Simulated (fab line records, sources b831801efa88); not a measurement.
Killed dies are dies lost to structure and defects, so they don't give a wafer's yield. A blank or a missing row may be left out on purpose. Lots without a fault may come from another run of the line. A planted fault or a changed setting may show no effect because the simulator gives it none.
A struck lot beside a sound one | flow sky130 | 34 steps out of a route of 708
Sound: wafers L241.1, L241.3, L241.4. Struck: wafers L231.2, L231.5, L231.6. The cause comes at the end.
At each step with rows: each side's tool, then ch and its chambers, then its first start. Under that, the readings that differ: sound wafers | struck wafers | difference of the means | sigmas: that difference in standard deviations of wafers without a fault.
alike: readings whose means differ by less than 2 such deviations, and words and numbers that are the same on both sides. not compared: withheld readings, readings that some wafer has no value for, bounds like >300 that may hide the same value, and numbers for which the record gives no deviation and whose values overlap.
The two part at a step that has a row with sigmas, a row that says differs or no value, or rows on one side only. Numbers that don't overlap but have no deviation are shown without sigmas and don't part them. A reading that every wafer of one side lacks parts them only if that side has two wafers or more.

first, 7 steps without rows for these wafers: SKY_SONOS_TUNNEL_DEVELOP_06 (develop time 60 s); SKY_SONOS_TUNNEL_IMPLANT_09; SKY_SONOS_TUNNEL_WET_ETCH_10 (etches SiO2 in dHF, target depth 14 nm, time 280 s); SKY_SONOS_TUNNEL_STRIP_11 (strips in SPM, time 600 s); SKY_SONOS_TUNNEL_CLEAN_13 (cleans in dHF, time 20 s); SKY_SONOS_ONO_OXIDATION_00 (stabilise 600 s, purge 300 s, target thk 2.6 nm); SKY_SONOS_ONO_CVD_02 (deposits Si3N4 from DCS/NH3, target thk 10.5 nm, time 180 s).
SKY_SONOS_ONO_CVD_04: deposits SiO2 from SiH4/N2O, target thk 5.7199 nm.
  sound on lpcvd-03 ch 1, day 15 13:40; struck on lpcvd-03 ch 1, day 12 08:16
  reading                                    | sound             | struck            | difference | sigmas
  pressure_mtorr (mTorr)                     | 401.8 400.3 400.7 | 479.2 479.2 478.9 | +78.2      | +99
  model.SiO2_of_SONOS_ONO_CVD_04.thk_nm (nm) | 5.842 5.702 5.808 | 6.291 6.132 6.175 | +0.415     |
  alike: zone_power_bottom_pct
SKY_SONOS_ONO_THK_MEAS_05:
  sound on film_metro-04, day 15 14:55; struck on film_metro-02, day 12 09:32
  reading                   | sound          | struck         | difference | sigmas
  SONOS_ONO_CVD_04_THK (nm) | 5.82 5.66 5.82 | 6.28 6.15 6.14 | +0.42      | +4
then, 23 steps without rows for these wafers: SKY_SONOS_ONO_DEHYDRATE_06 (time 60 s); SKY_SONOS_ONO_HMDS_07 (prime time 60 s); SKY_SONOS_ONO_COAT_08 (resist thk 1140 nm); SKY_SONOS_ONO_SOFTBAKE_09 (time 60 s); SKY_SONOS_ONO_EXPOSE_10 (exposes mask ONOM, target cd 410 nm); SKY_SONOS_ONO_PEB_11; SKY_SONOS_ONO_DEVELOP_12 (develop time 60 s); SKY_SONOS_ONO_ETCH_15 (etches the open film in CHF3/O2, target depth 19.52 nm, time 7.8 s); SKY_SONOS_ONO_WET_ETCH_16 (etches SiO2 in dHF, target depth 14 nm, time 280 s); SKY_SONOS_ONO_STRIP_17 (strips in O2/N2); SKY_SONOS_ONO_WET_ETCH_18 (etches Si3N4 in H3PO4, target depth 15 nm, time 172 s); SKY_GATE_OXIDE_CLEAN_00 (cleans in SC1/SC2, time 150 s); SKY_GATE_OXIDE_OXIDATION_01 (stabilise 600 s, purge 300 s, target thk 10.268 nm); SKY_GATE_OXIDE_DEHYDRATE_03 (time 60 s); SKY_GATE_OXIDE_HMDS_04 (prime time 60 s); SKY_GATE_OXIDE_COAT_05 (resist thk 1140 nm); SKY_GATE_OXIDE_SOFTBAKE_06 (time 60 s); SKY_GATE_OXIDE_EXPOSE_07 (exposes mask LVOM, target cd 600 nm); SKY_GATE_OXIDE_PEB_08; SKY_GATE_OXIDE_DEVELOP_09 (develop time 60 s); SKY_GATE_OXIDE_IMPLANT_11; SKY_GATE_OXIDE_WET_ETCH_12 (etches SiO2 in dHF, target depth 16.8 nm, time 336 s); SKY_GATE_OXIDE_STRIP_13 (strips in O2/N2).
-- the record jumps here: 2 days lie between the struck wafers' starts before and after --
SKY_GATE_OXIDE_CLEAN_15: cleans in SC1/SC2, time 150 s.
  sound on wet_bench-03 ch 1, day 18 03:54; struck on wet_bench-03 ch 0, day 14 14:50
  reading                                    | sound             | struck           | difference | sigmas
  model.SiO2_of_SONOS_ONO_CVD_04.thk_nm (nm) | 4.335 4.195 4.302 | 4.789 4.624 4.67 | +0.417     |
  alike: temp_c
-- the record jumps here: 31 days lie between the struck wafers' starts before and after (it left off in module GATE_OXIDE and takes up again in module PAD_OPEN, whose first step shown is number 708 of the route) --
SKY_PAD_OPEN_PROBE_99:
  sound on prober-01, day 48 19:51; struck on prober-01, day 46 00:29
  reading                                     | sound                | struck               | difference | sigmas
  model.etest.cap_ono.gate_log10_a_cm2        | -8.154 -7.998 -8.182 | -8.63 -8.524 -8.432  | -0.42      |
  model.etest.cap_ono.tox_acc_nm (nm)         | 13.03 12.94 13.03    | 13.49 13.34 13.29    | +0.37      |
  model.etest.sonos_programmed.vt_v (V)       | 1.413 1.457 1.431    | 1.126 1.193 1.24     | -0.247     |
  model.etest.sonos_erased.vt_v (V)           | -2.186 -2.197 -2.197 | -1.996 -2.095 -2.165 | +0.108     |
  model.etest.sonos_programmed.off_log10_a_um | -13.96 -13.98 -14.02 | -13.75 -13.95 -13.87 | +0.13      |
  alike: killed_at_M0_to_M3, killed_at_M4_up, killed_at_contacts, killed_at_front_end, killed_at_other, killed_dies, killed_open, killed_short
  not compared: model.etest.sonos_erased.drive_ua_um, model.etest.sonos_uncharged.r_on_ohm_um, model.etest.cap_ono.gate_bv_v

WHERE THEY PART
First at SKY_SONOS_ONO_CVD_04; last, within this record, at SKY_SONOS_ONO_THK_MEAS_05. Later steps at which nothing parts them and some readings are alike: SKY_GATE_OXIDE_CLEAN_15, SKY_PAD_OPEN_PROBE_99.

WHY: what the simulator had put in
Process parameter drift: lpcvd-03, from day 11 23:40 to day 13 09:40, at SKY_SONOS_ONO_CVD_04. Setting pressure_mtorr, moved by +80, from 400.
